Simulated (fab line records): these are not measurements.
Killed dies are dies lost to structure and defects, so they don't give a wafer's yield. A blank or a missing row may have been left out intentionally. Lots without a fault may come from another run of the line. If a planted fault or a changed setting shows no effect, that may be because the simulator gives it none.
Which tool was responsible?    flow sky130    12 lots, 36 wafers sampled, at 3 steps of a route of 708

## WHAT EACH GAUGE READ, for each wafer
SKY_VIA3_THK_MEAS_23: measures by xrf. Usual: for VIA3_W_THK the level is 396 nm and the standard deviation is 6.1.
lot   measured      on             VIA3_W_THK (nm)  flag
L370  day 39 22:15  film_metro-02  394 397 396      
L371  day 40 01:19  film_metro-04  405 404 405      
L372  day 40 09:52  film_metro-02  386 387 395      
L375  day 41 19:35  film_metro-04  395 402 395      
L377  day 42 03:59  film_metro-03  404 398 396      
L379  day 42 21:49  film_metro-04  394 398 396      
L382  day 43 15:37  film_metro-03  382 386 388      
L383  day 43 22:59  film_metro-04  399 399 391      
L385  day 44 08:13  film_metro-03  396 393 400      
L386  day 44 16:04  film_metro-04  387 394 395      
L391  day 45 22:11  film_metro-04  405 394 398      
L392  day 46 02:02  film_metro-02  401 396 398      

SKY_CAP2M_OVL_MEAS_12. Usual: for CAP2M_OVL the level is -0.2 nm and the standard deviation is 1.4.
lot   measured      on          CAP2M_OVL (nm)  flag
L370  day 41 00:01  overlay-01  -1.5 0.5 0.5    
L371  day 41 03:19  overlay-01  -0.1 -0.3 -1.5  
L372  day 41 09:59  overlay-01  -1.8 -0.8 -0.5  
L375  day 42 19:25  overlay-01  1.0 1.5 -0.5    
L377  day 43 04:04  overlay-02  -2.8 -2.1 -0.9  
L379  day 43 21:28  overlay-02  0.4 0.2 -0.5    
L382  day 44 15:10  overlay-02  0.9 2.2 1.3     
L383  day 44 21:25  overlay-01  -0.1 -1.9 -1.2  
L385  day 45 06:25  overlay-02  1.0 -1.1 -0.1   
L386  day 45 13:49  overlay-01  0.6 1.7 -0.2    
L391  day 46 19:40  overlay-01  -1.0 -1.4 -2.1  
L392  day 46 22:59  overlay-02  1.8 2.5 2.1     

SKY_VIA4_THK_MEAS_01. Usual: for VIA4_HDPCVD_THK the level is 1749 nm and the standard deviation is 17.
lot   measured      on             VIA4_HDPCVD_THK (nm)  flag
L370  day 42 01:53  film_metro-02  1766 1760 1770        
L371  day 42 05:00  film_metro-03  1734 1755 1744        
L372  day 42 12:04  film_metro-01  1747 1765 1741        
L375  day 43 20:26  film_metro-02  1769 1759 1764        
L377  day 44 03:49  film_metro-02  1764 1750 1754        
L379  day 44 21:15  film_metro-01  1728 1783 1744        
L382  day 45 14:04  film_metro-02  1749 1763 1772        
L383  day 45 20:53  film_metro-02  1721 1762 1742        
L385  day 46 04:55  film_metro-01  1747 1734 1719        
L386  day 46 11:47  film_metro-03  1756 1757 1770        
L391  day 47 17:17  film_metro-02  1762 1746 1765        
L392  day 47 20:54  film_metro-03  1768 1733 1752        

## WHAT TOOL EACH LOT RAN ON (gives the tool, then ch and the chambers of the sampled wafers, and finally the start)
There is no process step in the record ahead of these readings.

## AS READ BY THE TOOLS THEMSELVES (means over the sampled wafers that have a number; for cases with no such wafer, the mark the record gives instead)
The record holds no such reading with a usual standard deviation.

## THE ANSWER, worked out from the rows above alone
Rule: take the mean of a lot's wafers that have a number; if it is more than 3 standard deviations from the usual mean, the lot is off. A lot without any number at a reading at which 4 lots or more have one is off too. Any other lot the step has rows for is counted as sound. The gauges are gone through in route order, then the tools' own readings, and for those a lot's mean is taken as printed above. At the first step where some lot is off, the reading lying furthest off is the one used; lots without a number count as furthest.
Across all readings shown, no lot is off: no conclusion can be drawn from this.

## WHAT THE SIMULATOR HAD INSERTED
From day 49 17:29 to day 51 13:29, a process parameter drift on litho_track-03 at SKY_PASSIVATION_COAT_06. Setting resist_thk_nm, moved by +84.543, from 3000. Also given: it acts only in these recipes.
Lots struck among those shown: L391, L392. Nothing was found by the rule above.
